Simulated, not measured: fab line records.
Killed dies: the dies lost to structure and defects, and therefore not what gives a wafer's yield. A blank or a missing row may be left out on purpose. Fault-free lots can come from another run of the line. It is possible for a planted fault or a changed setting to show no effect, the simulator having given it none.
Which tool did it?	flow sfqLine	route of 325 steps, sampled at 1 step: 7 lots, 21 wafers

WHAT THE GAUGES SHOWED, per wafer
SFQ_M4_OVL_MEAS_926.
lot	measured	on	M4_OVL (nm)
L372	day 36 20:58	overlay-02	0 -3 1
L374	day 37 21:59	overlay-01	3 16 11
L376	day 39 06:56	overlay-02	3 4 8
L378	day 44 02:15	overlay-01	-1 7 -2
L387	day 49 19:44	overlay-01	-8 3 5
L389	day 49 22:08	overlay-01	-3 -4 -7
L391	day 50 06:32	overlay-01	1 -1 -6

WHAT TOOL EACH LOT RAN ON (gives the tool, then ch and the chambers of the sampled wafers, and finally the start)
No process step before these readings appears in the record.

THE ANSWER, worked out from the rows above alone
Rule: the usual values come from the lots themselves. Put in order of their means at a reading, lots are off if they are a third of the lots or fewer, leave a main group of 4 or more, and stand apart from it by a gap of 3 or more times the standard deviation of the main group's means; of several such gaps the widest counts. A main group is skipped when, at the precision printed for the reading in the tables above, its means are all equal. A lot without any number at a reading at which 4 lots or more have one is off too. Any other lot the step has rows for is counted as sound.
No lot is off on any of the readings shown, so nothing can be concluded from this.

WHAT THE SIMULATOR PUT IN
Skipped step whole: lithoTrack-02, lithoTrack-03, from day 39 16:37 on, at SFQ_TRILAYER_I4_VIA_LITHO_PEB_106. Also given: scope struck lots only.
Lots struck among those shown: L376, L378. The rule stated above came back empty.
